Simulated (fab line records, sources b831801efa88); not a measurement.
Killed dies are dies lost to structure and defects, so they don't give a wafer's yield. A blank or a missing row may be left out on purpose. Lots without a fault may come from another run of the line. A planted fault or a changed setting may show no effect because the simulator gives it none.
Which tool did it? | flow gf180mcu | 14 lots, 42 wafers sampled, at 6 steps of a route of 602

WHAT THE GAUGES READ, wafer by wafer
GF_STI_BOW_MEAS_00.
lot  | measured    | on            | INCOMING_BOW (um)
L746 | day 1 10:00 | film_metro-01 | -1 -9 0
L747 | day 1 15:00 | film_metro-03 | -5 -3 7
L748 | day 1 20:02 | film_metro-01 | -1 1 1
L752 | day 2 16:02 | film_metro-04 | 5 4 5
L753 | day 2 21:00 | film_metro-01 | 8 6 -6
L758 | day 3 22:02 | film_metro-04 | 0 -12 5
L760 | day 4 08:02 | film_metro-01 | -4 13 -3
L761 | day 4 13:00 | film_metro-03 | -2 -2 7
L762 | day 4 18:00 | film_metro-01 | -8 -4 0
L763 | day 4 23:02 | film_metro-04 | -9 -6 13
L765 | day 5 09:01 | film_metro-03 | -11 17 4
L766 | day 5 14:00 | film_metro-03 | -13 -7 -2
L767 | day 5 19:01 | film_metro-03 | 5 5 4
L769 | day 6 05:00 | film_metro-03 | -4 -5 -7

GF_NWELL_TW_MEAS_11.
lot  | measured    | on            | NWELL_TW
L746 | day 3 10:22 | film_metro-01 | 1575 1578 1574
L747 | day 3 13:08 | film_metro-01 | 1577 1572 1566
L748 | day 3 17:44 | film_metro-04 | 1570 1570 1571
L752 | day 4 17:11 | film_metro-04 | 30 30 30
L753 | day 4 21:55 | film_metro-02 | 30 30 30
L758 | day 6 02:56 | film_metro-04 | 1558 1556 1551
L760 | day 6 12:34 | film_metro-01 | 1581 1589 1584
L761 | day 6 20:04 | film_metro-01 | 1578 1586 1587
L762 | day 6 22:35 | film_metro-01 | 1583 1590 1589
L763 | day 7 06:02 | film_metro-01 | 1565 1581 1564
L765 | day 7 16:23 | film_metro-02 | 1557 1554 1551
L766 | day 7 21:26 | film_metro-01 | 1574 1580 1574
L767 | day 8 01:59 | film_metro-01 | 1576 1572 1572
L769 | day 8 13:11 | film_metro-04 | 1564 1559 1562

GF_VT_IMPLANT_RS_MEAS_49: measures by four-point-probe.
lot  | measured     | on            | MVPSD_RS (ohm/sq)
L746 | day 7 17:04  | film_metro-04 | 1166 1169 1169
L747 | day 7 21:31  | film_metro-02 | 1169 1169 1168
L748 | day 8 02:05  | film_metro-02 | 1171 1171 1171
L752 | day 9 08:27  | film_metro-02 | 1174 1176 1175
L753 | day 9 12:53  | film_metro-02 | 1173 1175 1173
L758 | day 10 21:53 | film_metro-04 | 1163 1168 1167
L760 | day 11 11:33 | film_metro-02 | 1165 1170 1169
L761 | day 11 22:32 | film_metro-02 | 1173 1172 1172
L762 | day 11 23:53 | film_metro-02 | 1167 1166 1170
L763 | day 12 10:07 | film_metro-02 | 1169 1169 1169
L765 | day 12 20:28 | film_metro-01 | 1162 1164 1166
L766 | day 13 04:43 | film_metro-02 | 1168 1165 1169
L767 | day 13 07:07 | film_metro-04 | 1164 1163 1163
L769 | day 13 22:27 | film_metro-04 | 1163 1160 1164

GF_HV_LDD_OVL_MEAS_20.
lot  | measured     | on         | HV_LDD_01_OVL (nm)
L746 | day 10 23:43 | overlay-01 | -1.5 -3.3 -1.3
L747 | day 11 07:09 | overlay-02 | -3.6 -3.2 -4.0
L748 | day 11 06:57 | overlay-02 | -0.8 -1.8 0.2
L752 | day 13 02:13 | overlay-02 | -0.2 -1.3 1.2
L753 | day 13 00:49 | overlay-02 | -2.6 -1.2 -2.6
L758 | day 14 13:02 | overlay-02 | 0.0 -1.9 -1.8
L760 | day 15 01:17 | overlay-01 | -3.1 -1.3 -0.2
L761 | day 15 15:27 | overlay-01 | -1.0 -1.2 1.7
L762 | day 15 21:42 | overlay-01 | -0.6 -0.7 -0.8
L763 | day 16 06:38 | overlay-01 | -2.3 -3.4 -1.3
L765 | day 16 16:31 | overlay-01 | -2.9 -1.0 -2.8
L766 | day 17 02:51 | overlay-01 | -1.6 -1.5 -0.2
L767 | day 17 06:16 | overlay-01 | -2.6 -2.7 -2.3
L769 | day 17 22:42 | overlay-01 | -1.9 -1.1 -1.1

WHICH TOOL RAN EACH LOT (tool, then ch and the chambers of the sampled wafers, then the start)
lot  | GF_DNWELL_STRIP_08                  | GF_NWELL_STRIP_10
L746 | plasma_asher-02 ch 0,1, day 2 20:20 | plasma_asher-04 ch 0, day 3 10:16
L747 | plasma_asher-01 ch 0,1, day 3 00:03 | plasma_asher-03 ch 0,1, day 3 13:02
L748 | plasma_asher-03 ch 0,1, day 3 04:35 | plasma_asher-02 ch 0,1, day 3 17:39
L752 | plasma_asher-01 ch 0,1, day 4 03:17 | plasma_asher-03 ch 0,1, day 4 17:06
L753 | plasma_asher-03 ch 0,1, day 4 07:53 | plasma_asher-04 ch 0,1, day 4 21:49
L758 | plasma_asher-01 ch 0,1, day 5 11:43 | plasma_asher-03 ch 0,1, day 6 02:51
L760 | plasma_asher-01 ch 0,1, day 5 21:04 | plasma_asher-04 ch 0,1, day 6 12:28
L761 | plasma_asher-03 ch 0,1, day 6 04:27 | plasma_asher-02 ch 1, day 6 19:58
L762 | plasma_asher-03 ch 0,1, day 6 06:51 | plasma_asher-04 ch 0,1, day 6 22:29
L763 | plasma_asher-01 ch 0,1, day 6 13:32 | plasma_asher-04 ch 0,1, day 7 05:57
L765 | plasma_asher-03 ch 0,1, day 6 23:30 | plasma_asher-02 ch 0, day 7 16:14
L766 | plasma_asher-02 ch 0, day 7 04:47   | plasma_asher-03 ch 0, day 7 21:20
L767 | plasma_asher-02 ch 0,1, day 7 09:24 | plasma_asher-02 ch 0, day 8 01:52
L769 | plasma_asher-03 ch 0,1, day 7 19:54 | plasma_asher-02 ch 0,1, day 8 13:05
- GF_DNWELL_STRIP_08: strips in O2/N2.
- GF_NWELL_STRIP_10: strips in O2/N2.

WHAT THE TOOLS THEMSELVES READ (means of the sampled wafers that have a number; where no wafer has one, the mark that the record gives instead)
GF_DNWELL_STRIP_08.
lot  | tool            | chamber_pressure_mTorr (mTorr) | drypump_motor_current_A (A) | heater_power_w (W) | oes_product_au (a.u.) | strip_time_to_endpoint_s (s)
L746 | plasma_asher-02 | 1500.4                         | 5.5                         | 309                | 0.723                 | 36.98
L747 | plasma_asher-01 | 1500.9                         | 6.1                         | 390                | 0.723                 | 37.08
L748 | plasma_asher-03 | 1500.4                         | 5.6                         | 326                | 0.723                 | 36.94
L752 | plasma_asher-01 | -                              | -                           | -                  | -                     | -
L753 | plasma_asher-03 | -                              | -                           | -                  | -                     | -
L758 | plasma_asher-01 | 1498.7                         | 6.1                         | 385                | 0.727                 | 37.13
L760 | plasma_asher-01 | 1501.3                         | 6.3                         | 367                | 0.724                 | 37.10
L761 | plasma_asher-03 | 1499.7                         | 5.8                         | 334                | 0.724                 | 37.11
L762 | plasma_asher-03 | 1499.6                         | 5.7                         | 330                | 0.724                 | 37.14
L763 | plasma_asher-01 | 1500.7                         | 6.3                         | 363                | 0.722                 | 37.09
L765 | plasma_asher-03 | 1500.0                         | 5.8                         | 340                | 0.723                 | 37.00
L766 | plasma_asher-02 | 1499.8                         | 5.2                         | 328                | 0.723                 | 37.03
L767 | plasma_asher-02 | 1500.1                         | 5.4                         | 324                | 0.722                 | 37.02
L769 | plasma_asher-03 | 1499.4                         | 5.8                         | 341                | 0.721                 | 37.28

GF_NWELL_STRIP_10.
lot  | tool            | chamber_pressure_mTorr (mTorr) | drypump_motor_current_A (A) | heater_power_w (W) | oes_product_au (a.u.) | strip_time_to_endpoint_s (s)
L746 | plasma_asher-04 | 1500.4                         | 6.1                         | 331                | 0.726                 | 36.94
L747 | plasma_asher-03 | 1499.2                         | 5.7                         | 320                | 0.722                 | 37.00
L748 | plasma_asher-02 | 1499.1                         | 5.7                         | 308                | 0.720                 | 36.88
L752 | plasma_asher-03 | 1498.5                         | 5.8                         | 340                | 0.745                 | 81.29
L753 | plasma_asher-04 | 1500.7                         | 5.3                         | 320                | 0.741                 | 81.21
L758 | plasma_asher-03 | 1499.5                         | 5.7                         | 327                | 0.725                 | 37.25
L760 | plasma_asher-04 | 1499.2                         | 5.7                         | 328                | 0.725                 | 37.10
L761 | plasma_asher-02 | 1499.2                         | 5.9                         | 313                | 0.724                 | 37.00
L762 | plasma_asher-04 | 1498.5                         | 5.7                         | 332                | 0.726                 | 37.14
L763 | plasma_asher-04 | 1500.6                         | 5.3                         | 323                | 0.721                 | 37.15
L765 | plasma_asher-02 | 1500.1                         | 5.2                         | 328                | 0.721                 | 36.99
L766 | plasma_asher-03 | 1499.7                         | 6.0                         | 348                | 0.723                 | 37.10
L767 | plasma_asher-02 | 1501.4                         | 5.2                         | 325                | 0.718                 | 36.89
L769 | plasma_asher-02 | 1500.6                         | 5.4                         | 317                | 0.720                 | 37.11

THE ANSWER, worked out from the rows above alone
Rule: what is usual is taken from the lots themselves. Put in order of their means at a reading, lots are off if they are a third of the lots or fewer, leave a main group of 4 or more, and stand apart from it by a gap of 3 or more times the standard deviation of the main group's means; of several such gaps the widest counts. A main group whose means are all the same, to the digits that the tables above print for the reading, isn't used. A lot without any number at a reading at which 4 lots or more have one is off too. The other lots that the step has rows for count as sound. The gauges are gone through in route order, then the tools' own readings, and for those a lot's mean is taken as printed above. The first step at which some lot is off is used, and at that step the reading that is off furthest; a lot without a number counts as furthest.
Off: L752, L753, at GF_NWELL_TW_MEAS_11 (NWELL_TW). The main group: mean 1572, standard deviation 10.
A tool fits if, at a process step before that reading, it ran every lot that is off, and no sound lot after the first of them. The gauges at GF_NWELL_TW_MEAS_11 aren't tried: what is off there is off at GF_DNWELL_STRIP_08 too, on other tools, and a gauge's error can't cause that. None of those tried fits.

WHAT THE SIMULATOR HAD PUT IN
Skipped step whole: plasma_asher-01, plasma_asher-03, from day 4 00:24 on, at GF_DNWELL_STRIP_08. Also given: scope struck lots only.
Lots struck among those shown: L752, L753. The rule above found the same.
